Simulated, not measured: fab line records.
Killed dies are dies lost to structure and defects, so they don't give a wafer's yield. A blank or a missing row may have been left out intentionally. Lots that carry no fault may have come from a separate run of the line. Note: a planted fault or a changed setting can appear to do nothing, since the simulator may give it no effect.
Which tool was responsible? / flow gf180mcu / Sampling: 11 lots, 32 wafers, 3 of 602 route steps

== WHAT THE GAUGES READ, wafer by wafer ==
GF_M5_CD_MEAS_07: target cd 280 nm.
lot=L501; measured=day 27 01:19; on=cd-sem-02; cd-nm (nm)=279.7 279.9 279.7
lot=L500; measured=day 27 01:41; on=cd-sem-01; cd-nm (nm)=280.6 280.3 280.2
lot=L502; measured=day 27 09:17; on=cd-sem-01; cd-nm (nm)=279.1 279.3 279.6
lot=L503; measured=day 27 17:29; on=cd-sem-01; cd-nm (nm)=278.3 278.0 278.4
lot=L504; measured=day 27 20:07; on=cd-sem-02; cd-nm (nm)=281.6 281.3 281.1
lot=L505; measured=day 28 02:01; on=cd-sem-02; cd-nm (nm)=279.3 278.6 279.3
lot=L506; measured=day 28 16:02; on=cd-sem-01; cd-nm (nm)=280.1 282.1 281.2
lot=L507; measured=day 28 21:13; on=cd-sem-01; cd-nm (nm)=279.2 281.4 280.2
lot=L517; measured=day 31 18:23; on=cd-sem-01; cd-nm (nm)=275.4 279.0
lot=L519; measured=day 32 05:39; on=cd-sem-01; cd-nm (nm)=279.7 280.4 280.4
lot=L521; measured=day 32 10:18; on=cd-sem-01; cd-nm (nm)=279.7 279.1 279.5

== EACH LOT AND THE TOOL THAT RAN IT (in order: tool; ch and the chambers of the sampled wafers; start) ==
lot=L501; GF_MIM_METAL_ETCH_19=rie-metal-04 ch 0, day 26 03:26; GF_M5_COAT_02=litho-track-03 ch 0, day 26 14:08
lot=L500; GF_MIM_METAL_ETCH_19=rie-metal-02 ch 0,1, day 26 05:02; GF_M5_COAT_02=litho-track-01 ch 0, day 26 15:05
lot=L502; GF_MIM_METAL_ETCH_19=rie-metal-04 ch 0, day 26 12:55; GF_M5_COAT_02=litho-track-01 ch 0, day 26 23:28
lot=L503; GF_MIM_METAL_ETCH_19=rie-metal-01 ch 0,1, day 26 20:29; GF_M5_COAT_02=litho-track-03 ch 0, day 27 07:08
lot=L504; GF_MIM_METAL_ETCH_19=rie-metal-04 ch 0, day 26 23:23; GF_M5_COAT_02=litho-track-03 ch 0, day 27 09:35
lot=L505; GF_MIM_METAL_ETCH_19=rie-metal-01 ch 0,1, day 27 05:44; GF_M5_COAT_02=litho-track-04 ch 0, day 27 15:51
lot=L506; GF_MIM_METAL_ETCH_19=rie-metal-01 ch 0,1, day 27 20:07; GF_M5_COAT_02=litho-track-03 ch 0, day 28 05:39
lot=L507; GF_MIM_METAL_ETCH_19=rie-metal-02 ch 0,1, day 28 01:18; GF_M5_COAT_02=litho-track-04 ch 0, day 28 11:25
lot=L517; GF_MIM_METAL_ETCH_19=rie-metal-01 ch 0,1, day 31 00:35; GF_M5_COAT_02=litho-track-04 ch 0, day 31 10:04
lot=L519; GF_MIM_METAL_ETCH_19=rie-metal-02 ch 0, day 31 12:10; GF_M5_COAT_02=litho-track-03 ch 0, day 31 21:00
lot=L521; GF_MIM_METAL_ETCH_19=rie-metal-02 ch 0,1, day 31 17:18; GF_M5_COAT_02=litho-track-03 ch 0, day 32 02:12
- GF_MIM_METAL_ETCH_19: etches the open film in Cl2/BCl3, stops on Si3N4, target depth 324.5 nm, time 54.1 s.
- GF_M5_COAT_02: resist thk 1000 nm.

== THE ANSWER, worked out from the rows above alone ==
Rule: the lots themselves supply what counts as usual. Put in order of their means at a reading, lots are off if they are a third of the lots or fewer, leave a main group of 4 or more, and stand apart from it by a gap of 3 or more times the standard deviation of the main group's means; of several such gaps the widest counts. The tables above print the reading to a certain number of digits; a main group whose means all agree to those digits is not used. Also off: a lot with no number at a reading for which 4 or more lots have one. The other lots that the step has rows for count as sound.
None of the lots is off at any reading shown; this tells nothing.

== WHAT HAD BEEN PUT IN BY THE SIMULATOR ==
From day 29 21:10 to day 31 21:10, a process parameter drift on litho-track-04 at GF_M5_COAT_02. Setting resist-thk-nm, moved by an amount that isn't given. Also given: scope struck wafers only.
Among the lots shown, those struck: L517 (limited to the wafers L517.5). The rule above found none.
